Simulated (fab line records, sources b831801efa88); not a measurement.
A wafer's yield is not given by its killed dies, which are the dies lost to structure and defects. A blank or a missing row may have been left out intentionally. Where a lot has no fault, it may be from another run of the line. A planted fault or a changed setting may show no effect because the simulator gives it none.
Which of the tools did it? :: flow sky130 :: 13 lots with 39 wafers sampled at 3 steps, on a route of 708 steps

== WHAT THE GAUGES SHOWED, per wafer ==
SKY_RES_XHIGH_TW_MEAS_09.
lot: L462
measured: day 26 23:14
on: film-metro-04
RES_XHIGH_TW: 1621 1633 1636

lot: L463
measured: day 27 10:07
on: film-metro-02
RES_XHIGH_TW: 1620 1616 1629

lot: L464
measured: day 27 12:56
on: film-metro-03
RES_XHIGH_TW: 1619 1617 1612

lot: L465
measured: day 27 18:10
on: film-metro-03
RES_XHIGH_TW: 1611 1618 1614

lot: L466
measured: day 28 04:41
on: film-metro-02
RES_XHIGH_TW: 1632 1618 1625

lot: L467
measured: day 28 10:26
on: film-metro-04
RES_XHIGH_TW: 1617 1608 1622

lot: L470
measured: day 29 12:11
on: film-metro-04
RES_XHIGH_TW: 1623 1620 1629

lot: L471
measured: day 29 20:37
on: film-metro-02
RES_XHIGH_TW: 1615 1618 1614

lot: L472
measured: day 30 05:29
on: film-metro-04
RES_XHIGH_TW: 1622 1622 1627

lot: L473
measured: day 30 18:15
on: film-metro-04
RES_XHIGH_TW: 1620 1626 1637

lot: L477
measured: day 31 20:20
on: film-metro-04
RES_XHIGH_TW: 1616 1621 1617

lot: L478
measured: day 32 06:14
on: film-metro-02
RES_XHIGH_TW: 1584 1584 1594

lot: L484
measured: day 34 04:25
on: film-metro-02
RES_XHIGH_TW: 1610 1605 1608

SKY_SD_N_RS_MEAS_18: a four-point-probe measurement.
lot: L462
measured: day 28 04:38
on: film-metro-04
RES_XHIGH_RS (ohm/sq): 332.3 332.7 332.2

lot: L463
measured: day 28 15:47
on: film-metro-04
RES_XHIGH_RS (ohm/sq): 333.3 333.7 335.0

lot: L464
measured: day 28 18:08
on: film-metro-03
RES_XHIGH_RS (ohm/sq): 333.1 333.2 333.7

lot: L465
measured: day 29 00:08
on: film-metro-02
RES_XHIGH_RS (ohm/sq): 334.0 333.7 335.3

lot: L466
measured: day 29 09:14
on: film-metro-04
RES_XHIGH_RS (ohm/sq): 331.1 332.1 332.5

lot: L467
measured: day 29 15:35
on: film-metro-03
RES_XHIGH_RS (ohm/sq): 334.3 334.2 334.1

lot: L470
measured: day 30 16:56
on: film-metro-02
RES_XHIGH_RS (ohm/sq): 332.3 334.1 333.0

lot: L471
measured: day 31 01:37
on: film-metro-03
RES_XHIGH_RS (ohm/sq): 334.3 334.5 335.3

lot: L472
measured: day 31 09:49
on: film-metro-02
RES_XHIGH_RS (ohm/sq): 333.3 332.2 333.6

lot: L473
measured: day 31 22:58
on: film-metro-04
RES_XHIGH_RS (ohm/sq): 333.3 334.5 336.0

lot: L477
measured: day 33 00:16
on: film-metro-03
RES_XHIGH_RS (ohm/sq): 334.0 334.3 334.0

lot: L478
measured: day 33 09:35
on: film-metro-02
RES_XHIGH_RS (ohm/sq): 350.9 351.8 351.4

lot: L484
measured: day 35 07:59
on: film-metro-04
RES_XHIGH_RS (ohm/sq): 334.0 332.6 331.2

== WHAT TOOL EACH LOT RAN ON (gives the tool, then ch and the chambers of the sampled wafers, and finally the start) ==
lot: L462
SKY_RES_XHIGH_IMPLANT_07: implanter-01 ch 0, day 26 22:59

lot: L463
SKY_RES_XHIGH_IMPLANT_07: implanter-04 ch 0, day 27 09:53

lot: L464
SKY_RES_XHIGH_IMPLANT_07: implanter-01 ch 0, day 27 12:41

lot: L465
SKY_RES_XHIGH_IMPLANT_07: implanter-01 ch 0, day 27 17:55

lot: L466
SKY_RES_XHIGH_IMPLANT_07: implanter-04 ch 0, day 28 04:26

lot: L467
SKY_RES_XHIGH_IMPLANT_07: implanter-04 ch 0, day 28 10:13

lot: L470
SKY_RES_XHIGH_IMPLANT_07: implanter-02 ch 0, day 29 11:56

lot: L471
SKY_RES_XHIGH_IMPLANT_07: implanter-02 ch 0, day 29 20:22

lot: L472
SKY_RES_XHIGH_IMPLANT_07: implanter-01 ch 0, day 30 05:14

lot: L473
SKY_RES_XHIGH_IMPLANT_07: implanter-01 ch 0, day 30 18:02

lot: L477
SKY_RES_XHIGH_IMPLANT_07: implanter-04 ch 0, day 31 20:07

lot: L478
SKY_RES_XHIGH_IMPLANT_07: implanter-04 ch 0, day 32 06:00

lot: L484
SKY_RES_XHIGH_IMPLANT_07: implanter-02 ch 0, day 34 04:13
- SKY_RES_XHIGH_IMPLANT_07

== AS READ BY THE TOOLS THEMSELVES (means over the sampled wafers that have a number; for cases with no such wafer, the mark the record gives instead) ==
SKY_RES_XHIGH_IMPLANT_07.
lot: L462
tool: implanter-01
dose-ions-cm2: 3.597e+14

lot: L463
tool: implanter-04
dose-ions-cm2: 3.600e+14

lot: L464
tool: implanter-01
dose-ions-cm2: 3.596e+14

lot: L465
tool: implanter-01
dose-ions-cm2: 3.604e+14

lot: L466
tool: implanter-04
dose-ions-cm2: 3.599e+14

lot: L467
tool: implanter-04
dose-ions-cm2: 3.602e+14

lot: L470
tool: implanter-02
dose-ions-cm2: 3.596e+14

lot: L471
tool: implanter-02
dose-ions-cm2: 3.602e+14

lot: L472
tool: implanter-01
dose-ions-cm2: 3.599e+14

lot: L473
tool: implanter-01
dose-ions-cm2: 3.600e+14

lot: L477
tool: implanter-04
dose-ions-cm2: 3.599e+14

lot: L478
tool: implanter-04
dose-ions-cm2: 3.599e+14

lot: L484
tool: implanter-02
dose-ions-cm2: 3.598e+14

== THE ANSWER, worked out from the rows above alone ==
Rule: what is usual is taken from the lots themselves. Put in order of their means at a reading, lots are off if they are a third of the lots or fewer, leave a main group of 4 or more, and stand apart from it by a gap of 3 or more times the standard deviation of the main group's means; of several such gaps the widest counts. The tables above print the reading to a certain number of digits; a main group whose means all agree to those digits is not used. Also off: a lot with no number at a reading for which 4 or more lots have one. All remaining lots with rows at the step are treated as sound. First the gauges in route order, then the tools' own readings, where a lot's mean is used as printed above. At the first step where some lot is off, the reading lying furthest off is the one used; lots without a number count as furthest.
Off: at SKY_RES_XHIGH_TW_MEAS_09 (RES_XHIGH_TW), L478. The main group has a mean of 1620 with a standard deviation of 6.2.
A tool fits if, at a process step before that reading, it ran every lot that is off, and no sound lot after the first of them. Gauges at SKY_RES_XHIGH_TW_MEAS_09: tried the same way as those tools. One fits: implanter-04 at SKY_RES_XHIGH_IMPLANT_07. Its last sound lot is L477 (day 31 20:07), its first lot that is off L478 (day 32 06:00): a fault that began between those two fits.

== WHAT THE SIMULATOR PUT IN ==
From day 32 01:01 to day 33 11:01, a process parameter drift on implanter-04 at SKY_RES_XHIGH_IMPLANT_07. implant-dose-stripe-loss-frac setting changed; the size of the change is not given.
Shown lots that were struck: L478. The rule given above showed the same thing.
